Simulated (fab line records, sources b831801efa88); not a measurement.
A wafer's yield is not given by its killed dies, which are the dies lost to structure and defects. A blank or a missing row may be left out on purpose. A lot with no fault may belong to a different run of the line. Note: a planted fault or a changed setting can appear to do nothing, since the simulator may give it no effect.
fab line records -- flow sky130
[record] lots = 11, wafers = 32, lastDay = 50
route steps=708 shown METAL3@563 VIA3@574 METAL4@600 PAD_OPEN@708
lots that met no fault: from a run of the same line without faults
startH: start of the lot's first displayed wafer, in hours after the record's first day -- waitH: how many hours have passed since the lot's step before this one -- " as in the row above -- L1.1+2: a single row standing in for several wafers -- - no value, or no start given -- * or withheld: withheld -- < > ~ a bound
route shown NAME@n: NAME is a module with steps in the file, n the number in the route of the first one -- usual: mean/standard deviation of fault-free wafers -- same: alike in all rows -- chamber/n: place in a boat -- sites: per-site readings -- _std_site: the values' standard deviation -- _edge_site: mean of outer sites minus mean of inner sites -- radiusMm: how far each site lies from the wafer's centre -- mask NAME#n: copy n -- behind: the last tool/chamber to shape the wafer -- hold: the reason the lot was held/the length of the hold in hours/how it ended -- device: names the non-switching transistor (n, p or np) -- end of line: tests run on the same wafers once the route is complete -- for a step that has no rows: nothing shown but its recipe -- killed: dies that structure and defects cost at the first sort, which is not the same as the wafer's yield -- map: dies across one wafer; x = killed, . = not, _ = none there
set.NAME: the run value of the setting; set.NAME@STEP: its run value at that earlier step -- model.NAME: the simulator's own value behind a step, which no gauge read
the route's steps for a sample of lots (tables are steps, rows are wafers)
services: from which hour (startH, from the record's first day; less than 0 if before it) a tool's chamber was out of use, for how many hours, and why
[[steps]]
[step SKY_METAL3_CD_MEAS_13]
[recipe] targetCdNm = 300
[usual] cdNm = 299.8/1.3
lot.wafer,tool,chamber,startH,waitH,cdNm
L376.1,cdSem-02,-,908.20,-,299.7
L376.5,cdSem-02,-,908.20,-,299.3
L376.6,cdSem-02,-,908.20,-,301.5
L378.4,cdSem-01,-,926.49,-,300.3
L378.5,cdSem-01,-,926.49,-,299.4
L378.6,cdSem-01,-,926.49,-,299.3
L383.1,cdSem-02,-,964.23,-,299.8
L383.3,cdSem-02,-,964.23,-,298.6
L383.6,cdSem-02,-,964.23,-,299.0
L384.1,cdSem-02,-,965.49,-,298.6
L384.2,cdSem-02,-,965.49,-,298.9
L384.3,cdSem-02,-,965.49,-,298.6
L386.4,cdSem-02,-,980.50,-,300.8
L386.6,cdSem-02,-,980.50,-,300.8
L387.3,cdSem-01,-,988.82,-,299.1
L387.5,cdSem-01,-,988.82,-,298.1
L387.6,cdSem-01,-,988.82,-,298.3
L388.3,cdSem-01,-,994.64,-,300.9
L388.5,cdSem-01,-,994.64,-,301.0
L388.6,cdSem-01,-,994.64,-,301.3
L394.1,cdSem-02,-,1030.33,-,300.4
L394.2,cdSem-02,-,1030.33,-,300.6
L394.3,cdSem-02,-,1030.33,-,299.4
L396.3,cdSem-01,-,1043.34,-,302.9
L396.5,cdSem-01,-,1043.34,-,301.1
L396.6,cdSem-01,-,1043.34,-,301.4
L398.2,cdSem-02,-,1052.45,-,301.8
L398.4,cdSem-02,-,1052.45,-,300.0
L398.6,cdSem-02,-,1052.45,-,300.2
L397.2,cdSem-02,-,1057.86,-,301.8
L397.4,cdSem-02,-,1057.86,-,299.5
L397.5,cdSem-02,-,1057.86,-,301.3
[step SKY_VIA3_THK_MEAS_01]
[recipe] reads = SiO2_of_VIA3_HDPCVD_00
[usual] VIA3_HDPCVD_THK = 1628/15
lot.wafer,tool,chamber,startH,waitH,VIA3_HDPCVD_THK[nm]
L376.1,filmMetro-03,-,909.44,0.1,1627
L376.5,filmMetro-03,-,909.44,0.1,1608
L376.6,filmMetro-03,-,909.44,0.1,1613
L378.4,filmMetro-03,-,927.73,0.0,1647
L378.5,filmMetro-03,-,927.73,0.0,1644
L378.6,filmMetro-03,-,927.73,0.0,1649
L383.1,filmMetro-02,-,965.48,0.1,1620
L383.3,filmMetro-02,-,965.48,0.1,1616
L383.6,filmMetro-02,-,965.48,0.1,1638
L384.1,filmMetro-02,-,966.73,0.1,1625
L384.2,filmMetro-02,-,966.73,0.1,1638
L384.3,filmMetro-02,-,966.73,0.1,1626
L386.4,filmMetro-03,-,981.72,0.0,1632
L386.6,filmMetro-03,-,981.72,0.0,1639
L387.3,filmMetro-02,-,990.48,0.1,1624
L387.5,filmMetro-02,-,990.48,0.1,1640
L387.6,filmMetro-02,-,990.48,0.1,1611
L388.3,filmMetro-01,-,996.30,0.1,1636
L388.5,filmMetro-01,-,996.30,0.1,1625
L388.6,filmMetro-01,-,996.30,0.1,1660
L394.1,filmMetro-03,-,1031.57,0.1,1634
L394.2,filmMetro-03,-,1031.57,0.1,1640
L394.3,filmMetro-03,-,1031.57,0.1,1635
L396.3,filmMetro-03,-,1044.60,0.1,1630
L396.5,filmMetro-03,-,1044.60,0.1,1629
L396.6,filmMetro-03,-,1044.60,0.1,1619
L398.2,filmMetro-03,-,1053.69,0.1,1608
L398.4,filmMetro-03,-,1053.69,0.1,1598
L398.6,filmMetro-03,-,1053.69,0.1,1613
L397.2,filmMetro-02,-,1059.20,0.1,1640
L397.4,filmMetro-02,-,1059.20,0.1,1618
L397.5,filmMetro-02,-,1059.20,0.1,1615
[step SKY_VIA3_ETCH_14]
[recipe] chemistry = N2/H2, target = BARC, ionEnergyEv = 200, sourceW = 500, biasW = 100, pressureMtorr = 30, n2FlowSccm = 100, h2FlowSccm = 200, stopOn = SiO2, timeS = 45.9, targetDepthA = 600
[usual] drypumpMotorCurrentA = 5.8/0.42, n2FlowSccm = 100.04/0.27, oesProductAu = 0.854/0.0044, throttleValvePct = 13.224/0.011
lot.wafer,tool,chamber,startH,waitH,drypumpMotorCurrentA,n2FlowSccm,oesProductAu,rfHoursCounterH,throttleValvePct
L376.1,rieDiel-03,3,934.40,0.0,6.0,100.12,0.852,0,13.236
L376.5,rieDiel-03,2,934.40,0.0,5.7,100.01,0.857,-,13.217
L376.6,rieDiel-03,1,934.40,0.0,6.0,99.73,0.860,-,13.219
L378.4,rieDiel-02,2,953.45,0.0,6.0,100.36,0.849,22,13.210
L378.5,rieDiel-02,3,953.45,0.0,5.5,99.82,0.853,-,13.229
L378.6,rieDiel-02,0,953.45,0.0,5.2,100.60,0.844,-,13.250
L383.1,rieDiel-03,1,989.75,0.0,6.0,100.39,0.852,18,13.211
L383.3,rieDiel-03,2,989.75,0.0,5.7,99.86,0.858,18,13.218
L383.6,rieDiel-03,0,989.75,0.0,6.2,100.30,0.857,-,13.232
L384.1,rieDiel-04,1,991.12,0.0,6.3,99.51,0.851,20,13.235
L384.2,rieDiel-04,3,991.12,0.0,6.2,99.85,0.852,25,13.224
L384.3,rieDiel-04,2,991.12,0.0,6.4,100.44,0.851,20,13.231
L386.4,rieDiel-03,1,1006.20,0.0,6.0,100.23,0.853,18,13.230
L386.6,rieDiel-03,0,1006.20,0.0,6.3,99.86,0.851,-,13.216
L387.3,rieDiel-02,2,1014.10,0.0,6.1,100.38,0.853,24,13.236
L387.5,rieDiel-02,2,1014.10,0.0,6.1,100.03,0.850,-,13.234
L387.6,rieDiel-02,1,1014.10,0.0,5.2,99.63,0.857,-,13.220
L388.3,rieDiel-03,2,1020.72,0.0,5.7,100.36,0.857,19,13.211
L388.5,rieDiel-03,2,1020.72,0.0,5.7,99.98,0.855,-,13.217
L388.6,rieDiel-03,1,1020.72,0.0,6.0,100.09,0.857,-,13.223
L394.1,rieDiel-02,3,1053.90,0.0,5.5,99.98,0.850,5,13.203
L394.2,rieDiel-02,0,1053.90,0.0,5.2,99.80,0.849,9,13.222
L394.3,rieDiel-02,1,1053.90,0.0,5.2,99.69,0.861,22,13.221
L396.3,rieDiel-02,3,1066.75,0.0,5.5,100.18,0.858,6,13.233
L396.5,rieDiel-02,3,1066.75,0.0,5.5,100.12,0.852,-,13.213
L396.6,rieDiel-02,0,1066.75,0.0,5.2,100.13,0.855,-,13.228
L398.2,rieDiel-04,0,1075.07,0.0,5.9,99.93,0.855,14,13.226
L398.4,rieDiel-04,1,1075.07,0.0,6.3,99.94,0.853,23,13.220
L398.6,rieDiel-04,1,1075.07,0.0,6.3,100.21,0.852,-,13.237
L397.2,rieDiel-02,0,1080.97,0.0,5.1,99.96,0.851,10,13.228
L397.4,rieDiel-02,0,1080.97,0.0,5.2,99.92,0.855,-,13.225
L397.5,rieDiel-02,3,1080.97,0.0,5.5,99.86,0.853,-,13.240
[step SKY_VIA3_STRIP_16]
[recipe] chemistry = O2/N2, powerW = 1400, pressureMtorr = 1500, platenTempC = withheld, o2FlowSccm = 3000, n2FlowSccm = 300, overashFraction = 0.5
[usual] drypumpMotorCurrentA = 5.6/0.3, n2FlowSccm = 299.9/0.92, oesProductAu = 0.402/0.0047, stripTimeToEndpointS = 4.126/0.019
lot.wafer,tool,chamber,startH,waitH,drypumpMotorCurrentA,n2FlowSccm,oesProductAu,rfHoursCounterH,stripTimeToEndpointS
L376.1,plasmaAsher-03,0,934.50,0.0,5.7,300.1,0.398,19,4.160
L376.5,plasmaAsher-03,1,934.50,0.0,5.3,299.8,0.398,-,4.141
L376.6,plasmaAsher-03,0,934.50,0.0,5.7,298.6,0.408,-,4.146
L378.4,plasmaAsher-04,1,953.59,0.1,6.3,300.1,0.406,-,4.130
L378.5,plasmaAsher-04,0,953.59,0.1,5.6,300.3,0.405,-,4.137
L378.6,plasmaAsher-04,1,953.59,0.1,6.4,301.5,0.403,-,4.112
L383.1,plasmaAsher-01,0,989.85,0.0,5.3,298.5,0.412,54,4.144
L383.3,plasmaAsher-01,0,989.85,0.0,5.3,300.4,0.403,-,4.118
L383.6,plasmaAsher-01,1,989.85,0.0,5.5,300.8,0.404,-,4.111
L384.1,plasmaAsher-01,0,991.22,0.0,5.3,299.8,0.407,54,4.106
L384.2,plasmaAsher-01,1,991.22,0.0,5.5,299.9,0.397,54,4.081
L384.3,plasmaAsher-01,0,991.22,0.0,5.3,300.3,0.400,-,4.124
L386.4,plasmaAsher-01,1,1006.33,0.1,5.5,299.2,0.413,-,4.211
L386.6,plasmaAsher-01,0,1006.33,0.1,5.4,299.0,0.405,-,4.200
L387.3,plasmaAsher-03,1,1014.23,0.1,5.3,300.1,0.398,-,4.120
L387.5,plasmaAsher-03,0,1014.23,0.1,5.7,298.2,0.397,-,4.128
L387.6,plasmaAsher-03,1,1014.23,0.1,5.2,299.9,0.400,-,4.148
L388.3,plasmaAsher-04,0,1020.85,0.1,5.6,300.2,0.407,-,4.166
L388.5,plasmaAsher-04,1,1020.85,0.1,6.4,298.8,0.409,-,4.161
L388.6,plasmaAsher-04,0,1020.85,0.1,5.6,300.5,0.414,-,4.203
L394.1,plasmaAsher-01,1,1054.01,0.0,5.5,300.3,0.392,60,4.108
L394.2,plasmaAsher-01,0,1054.01,0.0,5.4,299.1,0.399,60,4.126
L394.3,plasmaAsher-01,0,1054.01,0.0,5.3,299.4,0.400,-,4.152
L396.3,plasmaAsher-01,0,1066.88,0.1,5.4,300.5,0.403,-,4.131
L396.5,plasmaAsher-01,1,1066.88,0.1,5.5,299.8,0.410,-,4.119
L396.6,plasmaAsher-01,0,1066.88,0.1,5.4,298.5,0.400,-,4.114
L398.2,plasmaAsher-01,0,1075.17,0.0,5.4,298.2,0.408,63,4.142
L398.4,plasmaAsher-01,0,1075.17,0.0,5.3,297.8,0.398,-,4.134
L398.6,plasmaAsher-01,0,1075.17,0.0,5.3,298.2,0.400,-,4.148
L397.2,plasmaAsher-01,1,1081.07,0.0,5.5,301.4,0.402,63,4.134
L397.4,plasmaAsher-01,0,1081.07,0.0,5.3,301.3,0.400,-,4.125
L397.5,plasmaAsher-01,1,1081.07,0.0,5.5,299.8,0.416,-,4.135
[step SKY_METAL4_SPUTTER_02]
[recipe] material = AlCu, targetThkNm = 735, powerW = 10600, timeS = 39.1, chamberPressurePa = 0.4
[usual] throttleValvePct = 30.0/1.5
lot.wafer,tool,chamber,startH,waitH,throttleValvePct
L376.1,pvdSputter-01,-,935.81,0.0,32.0
L376.5,pvdSputter-01,-,935.81,0.0,32.0
L376.6,pvdSputter-01,-,935.81,0.0,30.0
L378.4,pvdSputter-02,-,954.87,0.0,31.6
L378.5,pvdSputter-02,-,954.87,0.0,31.6
L378.6,pvdSputter-02,-,954.87,0.0,27.7
L383.1,pvdSputter-01,-,991.47,0.0,29.8
L383.3,pvdSputter-01,-,991.47,0.0,27.5
L383.6,pvdSputter-01,-,991.47,0.0,31.9
L384.1,pvdSputter-03,-,992.86,0.0,30.3
L384.2,pvdSputter-03,-,992.86,0.0,30.1
L384.3,pvdSputter-03,-,992.86,0.0,29.9
L386.4,pvdSputter-01,-,1007.86,0.0,27.4
L386.6,pvdSputter-01,-,1007.86,0.0,31.3
L387.3,pvdSputter-03,-,1015.69,0.0,30.1
L387.5,pvdSputter-03,-,1015.69,0.0,30.1
L387.6,pvdSputter-03,-,1015.69,0.0,30.4
L388.3,pvdSputter-02,-,1022.13,0.0,27.8
L388.5,pvdSputter-02,-,1022.13,0.0,31.4
L388.6,pvdSputter-02,-,1022.13,0.0,27.8
L394.1,pvdSputter-01,-,1055.35,0.0,31.6
L394.2,pvdSputter-01,-,1055.35,0.0,27.4
L394.3,pvdSputter-01,-,1055.35,0.0,29.8
L396.3,pvdSputter-02,-,1068.15,0.0,28.0
L396.5,pvdSputter-02,-,1068.15,0.0,29.3
L396.6,pvdSputter-02,-,1068.15,0.0,27.7
L398.2,pvdSputter-02,-,1076.48,0.0,29.1
L398.4,pvdSputter-02,-,1076.48,0.0,30.4
L398.6,pvdSputter-02,-,1076.48,0.0,31.5
L397.2,pvdSputter-01,-,1082.37,0.0,32.1
L397.4,pvdSputter-01,-,1082.37,0.0,27.7
L397.5,pvdSputter-01,-,1082.37,0.0,31.3
[step SKY_PAD_OPEN_PROBE_99]
[usual] defectLimitedYield = 82.2/1.7, killed_at_M0_to_M3 = 44/6.3, killed_at_M4_up = 3.1/2, killedAtContacts = 24/4.8, killedAtFrontEnd = 15/4.6, killedAtOther = 0.2/0.51, killedDies = 87/8.4, killedOpen = 48/6.4, killedShort = 39/5.9, sort_bin_3_pad_short = 0.9/0.41, sort_bin_5_function = 10.5/1.4, sort_bin_6_memory = 6.3/1.1, sortNPass = 405/8.4, sortYieldPct = 82.2/1.7
[same] grossDies = 492, killedAtBackSide = 0, sort_bin_4_leakage[%] = 0, sort_bin_8_speed[%] = 0
lot.wafer,tool,chamber,startH,waitH,defectLimitedYield[%],killed_at_M0_to_M3,killed_at_M4_up,killedAtContacts,killedAtFrontEnd,killedAtOther,killedDies,killedOpen,killedShort,sort_bin_3_pad_short[%],sort_bin_5_function[%],sort_bin_6_memory[%],sortNPass,sortYieldPct[%]
L386.4,prober-01,-,1140.98,0.2,84.8,43,4,20,8,0,75,39,36,0.8,8.7,5.7,417,84.8
L386.6,prober-01,-,1141.08,0.2,83.1,43,3,27,9,1,83,49,34,1.0,11.0,4.9,409,83.1
L394.1,prober-01,-,1178.65,0.1,78.7,51,4,35,15,0,105,54,51,1.0,11.6,8.7,387,78.7
L394.2,prober-01,-,1178.70,0.1,81.5,40,6,23,21,1,91,45,46,0.8,12.6,5.1,401,81.5
L394.3,prober-01,-,1178.75,0.2,81.5,43,1,28,19,0,91,54,37,0.4,11.2,6.9,401,81.5
L396.3,prober-01,-,1188.69,0.2,82.3,40,3,22,21,1,87,52,35,1.0,10.0,6.7,405,82.3
L396.5,prober-01,-,1188.79,0.2,78.7,48,4,26,27,0,105,54,51,1.8,13.6,5.9,387,78.7
L396.6,prober-01,-,1188.84,0.2,85.4,40,2,24,6,0,72,44,28,0.4,10.2,4.1,420,85.4
L398.2,prober-02,-,1194.90,0.1,80.9,44,2,27,20,1,94,48,46,1.2,11.0,6.9,398,80.9
L398.4,prober-02,-,1195.00,0.2,79.1,53,4,22,24,0,103,54,49,0.8,12.6,7.5,389,79.1
L398.6,prober-02,-,1195.10,0.2,80.1,60,2,21,15,0,98,59,39,0.8,11.4,7.7,394,80.1
L397.2,prober-01,-,1197.85,0.1,82.1,45,5,28,10,0,88,46,42,1.4,9.1,7.3,404,82.1
L397.4,prober-01,-,1197.95,0.2,84.1,38,5,19,16,0,78,39,39,1.2,8.9,5.7,414,84.1
L397.5,prober-01,-,1198.00,0.2,82.9,46,4,17,17,0,84,43,41,0.4,9.3,7.3,408,82.9
// killed by level:class
L386.4 VIA2:geometricParticle:open=9 CONTACT:geometricParticle:open=9 METAL1:geometricParticle:short=6 VIA1:geometricParticle:open=6 VIA1:geometricParticle:short=6 LOCAL_INTERCONNECT:geometricParticle:short=5 METAL2:geometricParticle:short=5 LI_CONTACT:geometricParticle:open=4
L386.6 CONTACT:geometricParticle:open=11 VIA1:geometricParticle:open=10 LI_CONTACT:geometricParticle:open=7 VIA2:geometricParticle:open=6 VIA1:geometricParticle:short=5 LI_CONTACT:geometricParticle:short=4 METAL2:geometricParticle:short=4 VIA3:geometricParticle:short=4
L394.1 VIA1:geometricParticle:open=17 LI_CONTACT:geometricParticle:open=12 VIA1:geometricParticle:short=7 FIELD_ISO:geometricParticle:open=6 LOCAL_INTERCONNECT:geometricParticle:short=6 CONTACT:geometricParticle:short=6 VIA3:geometricParticle:open=6 LI_CONTACT:geometricParticle:short=5
L394.2 METAL1:geometricParticle:short=10 VIA1:geometricParticle:open=8 CONTACT:geometricParticle:open=7 VIA3:geometricParticle:open=7 FIELD_ISO:geometricParticle:open=6 FIELD_ISO:geometricParticle:short=6 LOCAL_INTERCONNECT:geometricParticle:short=6 VIA2:geometricParticle:open=5
L394.3 VIA1:geometricParticle:open=16 LI_CONTACT:geometricParticle:open=10 FIELD_ISO:geometricParticle:open=7 VIA1:geometricParticle:short=7 CONTACT:geometricParticle:open=7 FIELD_ISO:geometricParticle:short=6 LI_CONTACT:geometricParticle:short=4 CONTACT:geometricParticle:short=4
L396.3 VIA1:geometricParticle:open=13 CONTACT:geometricParticle:open=8 VIA3:geometricParticle:open=7 POLY_GATE:geometricParticle:open=6 FIELD_ISO:geometricParticle:open=5 LI_CONTACT:geometricParticle:open=5 LOCAL_INTERCONNECT:geometricParticle:short=5 FIELD_ISO:geometricParticle:short=4
L396.5 VIA1:geometricParticle:open=13 POLY_GATE:geometricParticle:short=9 VIA3:geometricParticle:open=9 CONTACT:geometricParticle:open=9 VIA1:geometricParticle:short=8 LOCAL_INTERCONNECT:geometricParticle:short=6 VIA2:geometricParticle:open=6 FIELD_ISO:geometricParticle:open=5
L396.6 VIA1:geometricParticle:open=10 CONTACT:geometricParticle:open=9 LI_CONTACT:geometricParticle:open=8 METAL1:geometricParticle:short=7 VIA3:geometricParticle:open=7 FIELD_ISO:geometricParticle:short=4 VIA2:geometricParticle:open=4 VIA3:geometricParticle:short=4
L398.2 CONTACT:geometricParticle:open=11 VIA1:geometricParticle:open=9 VIA1:geometricParticle:short=9 POLY_GATE:geometricParticle:open=8 LI_CONTACT:geometricParticle:open=7 POLY_GATE:geometricParticle:short=6 METAL2:geometricParticle:short=6 VIA2:geometricParticle:open=6
L398.4 VIA2:geometricParticle:open=11 VIA1:geometricParticle:open=10 METAL1:geometricParticle:short=9 VIA1:geometricParticle:short=7 CONTACT:geometricParticle:open=7 LI_CONTACT:geometricParticle:open=6 VIA2:geometricParticle:short=5 FIELD_ISO:geometricParticle:open=4
L398.6 VIA1:geometricParticle:open=22 CONTACT:geometricParticle:open=10 VIA3:geometricParticle:open=8 METAL1:geometricParticle:short=7 METAL2:geometricParticle:short=6 FIELD_ISO:geometricParticle:short=5 CONTACT:geometricParticle:short=5 VIA1:geometricParticle:short=5
L397.2 VIA1:geometricParticle:open=13 CONTACT:geometricParticle:open=8 LI_CONTACT:geometricParticle:open=6 LOCAL_INTERCONNECT:geometricParticle:short=6 VIA1:geometricParticle:short=5 POLY_GATE:geometricParticle:open=4 LI_CONTACT:geometricParticle:short=4 CONTACT:geometricParticle:short=4
L397.4 FIELD_ISO:geometricParticle:short=10 CONTACT:geometricParticle:open=9 VIA1:geometricParticle:open=7 VIA3:geometricParticle:open=7 METAL1:geometricParticle:short=6 VIA1:geometricParticle:short=5 VIA2:geometricParticle:open=5 CONTACT:geometricParticle:short=4
L397.5 VIA1:geometricParticle:open=12 LOCAL_INTERCONNECT:geometricParticle:short=6 METAL2:geometricParticle:short=6 CONTACT:geometricParticle:open=5 VIA2:geometricParticle:open=5 POLY_GATE:geometricParticle:short=4 METAL1:geometricParticle:short=4 VIA1:geometricParticle:short=4
[[services]]
tool,chamber,startH,hours,kind
pvdSputter-03,-,911.61,21.2,repair
rieDiel-02,-,913.00,2.0,repair
rieDiel-04,-,913.02,4.7,repair
pvdSputter-01,-,914.43,2.3,repair
rieDiel-02,3,923.13,2.5,repair
plasmaAsher-03,-,949.34,4.0,pm
pvdSputter-02,3,992.22,-,consumableReplace:kit
pvdSputter-02,3,992.22,18.0,scheduledDown
pvdSputter-02,3,992.22,18.0,ventCycle
rieDiel-04,2,992.93,4.6,repair
pvdSputter-01,-,993.96,13.2,repair
plasmaAsher-04,-,1018.18,0.6,repair
pvdSputter-02,-,1018.58,2.1,repair
pvdSputter-01,3,1020.98,-,consumableReplace:kit
pvdSputter-01,3,1020.98,18.0,scheduledDown
pvdSputter-01,3,1020.98,18.0,ventCycle
rieDiel-02,1,1025.53,4.1,repair
rieDiel-02,3,1030.77,10.8,repair
rieDiel-03,1,1031.41,4.1,repair
plasmaAsher-01,-,1044.02,2.3,repair
plasmaAsher-04,-,1055.25,9.0,pm
rieDiel-03,-,1057.45,0.3,repair
rieDiel-02,2,1067.50,15.1,repair
plasmaAsher-01,-,1070.74,0.4,repair
[[key]]
[firstSign] step = SKY_VIA3_STRIP_16, reading = stripTimeToEndpointS, direction = up, sigmas = 3.3, usual = *, struck = *
effect none on later readings
metAt SKY_VIA3_ETCH_14
struckLots L386,L388
notActingAt SKY_METAL3_CD_MEAS_13,SKY_VIA3_THK_MEAS_01,SKY_METAL4_SPUTTER_02
onsetBetween 989.75 1006.20
[fault] kind = processParameterDrift, tool = rieDiel-03, chamber = -, onsetH = 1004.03, steps = SKY_VIA3_ETCH_14, channel = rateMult, offset = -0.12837, shape = step, endH = 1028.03
